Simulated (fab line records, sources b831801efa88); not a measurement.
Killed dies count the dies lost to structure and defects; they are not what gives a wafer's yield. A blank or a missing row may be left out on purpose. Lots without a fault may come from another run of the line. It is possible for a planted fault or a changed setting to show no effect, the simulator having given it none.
Matching of chambers -- flow gf180mcu -- 3 sister chambers for GF_V4_CVD_00 on hdpcvd-01
The step deposits SiO2, target thk 600 nm, time 100 s. 14 wafers are shown with their chamber, then 7 later ones without.

## WAFERS, EACH WITH ITS CHAMBER
wafer,chamber,sih4_flow_sccm (sccm)
L216.1,2,59.94
L216.2,1,60.09
L216.3,0,59.84
L217.1,1,60.31
L217.3,0,60.18
L217.6,1,60.16
L218.2,1,59.99
L218.5,0,60.07
L218.6,1,59.99
L219.2,2,59.90
L219.3,1,60.23
L219.6,1,60.07
L223.3,2,60.13
L223.4,1,60.25

SIGNATURES (means of the wafers above)
reading,chamber 0,chamber 1,chamber 2,scatter within a chamber
sih4_flow_sccm,60.0300,60.1363,59.9900,0.132
Rule: a wafer's distance from a chamber is the root of the sum, over the readings, of the square of ((its reading less the chamber's mean) divided by the reading's scatter). If the next closest chamber is less than 2 further off than the closest, the wafer can't be placed; otherwise it belongs to the closest. The scatter: the root of (the sum of the squares of (reading less its chamber's mean) over the shown wafers, divided by (wafers less chambers)).

## WAFERS WITHOUT THEIR CHAMBER
wafer,sih4_flow_sccm (sccm)
L223.6,60.33
L225.1,60.08
L225.3,59.98
L225.4,60.20
L226.1,59.86
L226.5,59.91
L226.6,60.47

## WHICH CHAMBER EACH WENT THROUGH
wafer,from the rows above,in truth
L223.6,can't be placed: 1 or 0 or 2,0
L225.1,can't be placed: 0 or 1 or 2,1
L225.3,can't be placed: 2 or 0 or 1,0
L225.4,can't be placed: 1 or 0 or 2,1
L226.1,can't be placed: 2 or 0 or 1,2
L226.5,can't be placed: 2 or 0 or 1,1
L226.6,can't be placed: 1 or 0 or 2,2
Correctly placed: 0 of 7. Unplaceable from these rows: 7, with the true chamber sitting among the candidates in 7. 0 placed wrongly.
